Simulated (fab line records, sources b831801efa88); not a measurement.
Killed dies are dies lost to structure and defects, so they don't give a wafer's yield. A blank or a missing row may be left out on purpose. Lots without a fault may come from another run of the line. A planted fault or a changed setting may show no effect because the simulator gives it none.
Which tool did it? | flow gf180mcu | 11 lots, 33 wafers sampled, at 6 steps of a route of 602

WHAT THE GAUGES READ, wafer by wafer
GF_HV_LDD_CD_MEAS_07: target cd 400 nm.
lot  | measured     | on        | cd_nm (nm)
L359 | day 12 05:33 | cd_sem-02 | 399.7 398.8 398.9
L360 | day 12 16:28 | cd_sem-01 | 400.1 399.2 399.4
L361 | day 12 21:33 | cd_sem-02 | 398.6 396.5 399.0
L362 | day 13 07:47 | cd_sem-01 | 403.3 407.3 404.4
L366 | day 14 11:54 | cd_sem-01 | 398.0 398.4 398.5
L369 | day 15 11:57 | cd_sem-01 | 399.8 398.8 399.0
L370 | day 15 19:34 | cd_sem-02 | 396.1 397.3 397.3
L371 | day 16 07:40 | cd_sem-02 | 400.3 402.5 402.4
L372 | day 16 13:12 | cd_sem-01 | 396.9 397.3 396.7
L373 | day 16 17:48 | cd_sem-01 | 400.6 397.5 399.8
L374 | day 17 01:10 | cd_sem-02 | 397.2 395.6 398.7

GF_HV_LDD_THK_MEAS_57.
lot  | measured     | on            | HV_LDD_CVD_56_THK (nm)
L359 | day 14 23:04 | film_metro-04 | 57.4 58.3 57.3 57.5 58.2 57.2
L360 | day 15 10:34 | film_metro-03 | 89.3 88.7 88.5
L361 | day 15 15:53 | film_metro-02 | 89.5 89.2 88.2
L362 | day 16 02:11 | film_metro-02 | 59.8 60.3 59.8 59.8 60.3 59.8
L366 | day 17 10:22 | film_metro-02 | 89.6 89.6 89.7
L369 | day 18 12:28 | film_metro-02 | 89.2 90.6 90.4
L370 | day 18 20:19 | film_metro-03 | 88.0 88.7 88.1
L371 | day 19 09:35 | film_metro-03 | 89.9 89.8 90.0
L372 | day 19 15:43 | film_metro-03 | 91.1 89.8 90.5
L373 | day 19 19:46 | film_metro-03 | 90.6 90.3 90.4
L374 | day 20 03:27 | film_metro-04 | 90.6 90.3 91.1

GF_PSD_OVL_MEAS_08.
lot  | measured     | on         | PSD_OVL (nm)
L359 | day 16 19:40 | overlay-02 | -1.5 -0.9 1.4
L360 | day 17 08:07 | overlay-01 | 1.0 1.1 2.6
L361 | day 17 13:22 | overlay-02 | 3.7 3.0 3.4
L362 | day 17 23:47 | overlay-01 | 2.0 0.7 -0.6
L366 | day 19 09:37 | overlay-01 | 0.6 1.5 0.7
L369 | day 20 12:37 | overlay-02 | 0.8 -0.5 0.1
L370 | day 20 20:28 | overlay-02 | 0.3 -1.2 0.9
L371 | day 21 10:05 | overlay-01 | 1.8 1.7 -0.6
L372 | day 21 15:19 | overlay-02 | 1.6 0.2 0.6
L373 | day 21 19:34 | overlay-01 | -0.5 1.7 0.9
L374 | day 22 03:50 | overlay-02 | 1.9 2.7 1.1

WHICH TOOL RAN EACH LOT (tool, then ch and the chambers of the sampled wafers, then the start)
lot  | GF_HV_LDD_STRIP_10                   | GF_HV_LDD_CVD_56            | GF_HV_LDD_ETCHBACK_58
L359 | plasma_asher-01 ch 0,1, day 12 05:52 | lpcvd-01 ch 1, day 14 21:38 | rie_diel-01 ch 1,2, day 15 01:07
L360 | plasma_asher-02 ch 0,1, day 12 16:46 | lpcvd-02 ch 0, day 15 09:08 | rie_diel-03 ch 1,2, day 15 10:37
L361 | plasma_asher-02 ch 0,1, day 12 21:52 | lpcvd-02 ch 1, day 15 14:27 | rie_diel-01 ch 0,2,3, day 15 15:56
L362 | plasma_asher-03 ch 0, day 13 08:04   | lpcvd-01 ch 1, day 16 00:44 | rie_diel-03 ch 0,1,2, day 16 03:55
L366 | plasma_asher-01 ch 0, day 14 12:12   | lpcvd-02 ch 0, day 17 08:56 | rie_diel-03 ch 1,3, day 17 10:26
L369 | plasma_asher-02 ch 0,1, day 15 12:16 | lpcvd-01 ch 1, day 18 11:02 | rie_diel-03 ch 1,2,3, day 18 12:31
L370 | plasma_asher-02 ch 0,1, day 15 19:51 | lpcvd-02 ch 1, day 18 18:53 | rie_diel-03 ch 2,3, day 18 20:22
L371 | plasma_asher-03 ch 0, day 16 07:58   | lpcvd-01 ch 0, day 19 08:08 | rie_diel-01 ch 0,3, day 19 09:38
L372 | plasma_asher-03 ch 0,1, day 16 13:31 | lpcvd-01 ch 1, day 19 14:17 | rie_diel-01 ch 0,2, day 19 15:46
L373 | plasma_asher-02 ch 0,1, day 16 18:07 | lpcvd-02 ch 0, day 19 18:20 | rie_diel-04 ch 0,2,3, day 19 19:50
L374 | plasma_asher-03 ch 0,1, day 17 01:26 | lpcvd-01 ch 0, day 20 01:59 | rie_diel-03 ch 0,1,3, day 20 03:29
- GF_HV_LDD_STRIP_10: strips in O2/N2.
- GF_HV_LDD_CVD_56: deposits Si3N4 from DCS/NH3, target thk 90 nm, time 1543 s.
- GF_HV_LDD_ETCHBACK_58: etches Si3N4 in CH3F/O2, stops on SiO2, time 100 s, target depth 90 nm.

WHAT THE TOOLS THEMSELVES READ (means of the sampled wafers that have a number; where no wafer has one, the mark that the record gives instead)
GF_HV_LDD_STRIP_10.
lot  | tool            | drypump_motor_current_A (A) | heater_power_w (W) | oes_product_au (a.u.) | strip_time_to_endpoint_s (s)
L359 | plasma_asher-01 | 6.0                         | 347                | 0.712                 | 12.61
L360 | plasma_asher-02 | 5.7                         | 348                | 0.717                 | 12.62
L361 | plasma_asher-02 | 5.5                         | 325                | 0.711                 | 12.64
L362 | plasma_asher-03 | 6.5                         | 320                | 0.711                 | 12.67
L366 | plasma_asher-01 | 6.3                         | 365                | 0.718                 | 12.65
L369 | plasma_asher-02 | 5.7                         | 349                | 0.718                 | 12.60
L370 | plasma_asher-02 | 5.7                         | 347                | 0.714                 | 12.63
L371 | plasma_asher-03 | 6.5                         | 311                | 0.713                 | 12.64
L372 | plasma_asher-03 | 6.1                         | 328                | 0.712                 | 12.61
L373 | plasma_asher-02 | 5.5                         | 331                | 0.717                 | 12.58
L374 | plasma_asher-03 | 6.3                         | 324                | 0.714                 | 12.65

GF_HV_LDD_CVD_56.
lot  | tool     | spike_tc_bottom_C (C) | spike_tc_centre_C (C) | spike_tc_lower_C (C) | spike_tc_top_C (C) | spike_tc_upper_C (C) | susceptor_temp_C (C) | zone_power_bottom_pct (%) | zone_power_lower_pct (%)
L359 | lpcvd-01 | 767.4                 | 749.9                 | 750.4                | 762                | 750.5                | 748.3                | 18.8                      | 11.7
L360 | lpcvd-02 | 790.6                 | 769.6                 | 768.1                | 789                | 769.3                | 770.0                | 19.3                      | 11.7
L361 | lpcvd-02 | 790.8                 | 771.8                 | 768.7                | 788                | 771.8                | 769.6                | 20.6                      | 14.9
L362 | lpcvd-01 | 767.2                 | 749.7                 | 750.5                | 763                | 750.8                | 748.6                | 18.5                      | 11.7
L366 | lpcvd-02 | 791.0                 | 768.9                 | 769.8                | 788                | 770.0                | 769.9                | 19.4                      | 11.9
L369 | lpcvd-01 | 788.4                 | 770.3                 | 770.6                | 783                | 773.3                | 769.7                | 19.6                      | 12.5
L370 | lpcvd-02 | 791.2                 | 772.0                 | 769.8                | 788                | 771.8                | 769.7                | 20.6                      | 14.8
L371 | lpcvd-01 | 783.8                 | 771.3                 | 770.7                | 781                | 770.5                | 769.7                | 20.1                      | 14.1
L372 | lpcvd-01 | 788.6                 | 769.6                 | 771.3                | 783                | 773.2                | 770.4                | 19.5                      | 12.3
L373 | lpcvd-02 | 789.7                 | 770.1                 | 768.8                | 788                | 770.0                | 769.8                | 19.6                      | 11.9
L374 | lpcvd-01 | 784.6                 | 771.8                 | 771.7                | 782                | 769.7                | 770.4                | 19.9                      | 14.1

GF_HV_LDD_ETCHBACK_58.
lot  | tool        | drypump_motor_current_A (A) | oes_product_au (a.u.) | rf_fwd_power_W (W) | throttle_valve_pct (%)
L359 | rie_diel-01 | 5.1                         | 0.679                 | 398.8              | 10.545
L360 | rie_diel-03 | 5.6                         | 0.840                 | 397.1              | 10.556
L361 | rie_diel-01 | 5.4                         | 0.835                 | 398.1              | 10.561
L362 | rie_diel-03 | 5.7                         | 0.688                 | 397.2              | 10.549
L366 | rie_diel-03 | 5.7                         | 0.839                 | 396.4              | 10.566
L369 | rie_diel-03 | 5.6                         | 0.842                 | 397.5              | 10.559
L370 | rie_diel-03 | 5.6                         | 0.833                 | 397.2              | 10.568
L371 | rie_diel-01 | 5.7                         | 0.843                 | 396.9              | 10.554
L372 | rie_diel-01 | 5.1                         | 0.845                 | 396.1              | 10.560
L373 | rie_diel-04 | 5.7                         | 0.842                 | 396.2              | 10.548
L374 | rie_diel-03 | 5.7                         | 0.848                 | 396.4              | 10.558

THE ANSWER, worked out from the rows above alone
Rule: what is usual is taken from the lots themselves. Put in order of their means at a reading, lots are off if they are a third of the lots or fewer, leave a main group of 4 or more, and stand apart from it by a gap of 3 or more times the standard deviation of the main group's means; of several such gaps the widest counts. A main group whose means are all the same, to the digits that the tables above print for the reading, isn't used. A lot without any number at a reading at which 4 lots or more have one is off too. The other lots that the step has rows for count as sound. The gauges are gone through in route order, then the tools' own readings, and for those a lot's mean is taken as printed above. The first step at which some lot is off is used, and at that step the reading that is off furthest; a lot without a number counts as furthest.
Off: L359, L362, at GF_HV_LDD_THK_MEAS_57 (HV_LDD_CVD_56_THK). The main group: mean 89.7 nm, standard deviation 0.79.
A tool fits if, at a process step before that reading, it ran every lot that is off, and no sound lot after the first of them. The gauges at GF_HV_LDD_THK_MEAS_57 aren't tried: what is off there is off at GF_HV_LDD_CVD_56 too, on other tools, and a gauge's error can't cause that. None of those tried fits.

WHAT THE SIMULATOR HAD PUT IN
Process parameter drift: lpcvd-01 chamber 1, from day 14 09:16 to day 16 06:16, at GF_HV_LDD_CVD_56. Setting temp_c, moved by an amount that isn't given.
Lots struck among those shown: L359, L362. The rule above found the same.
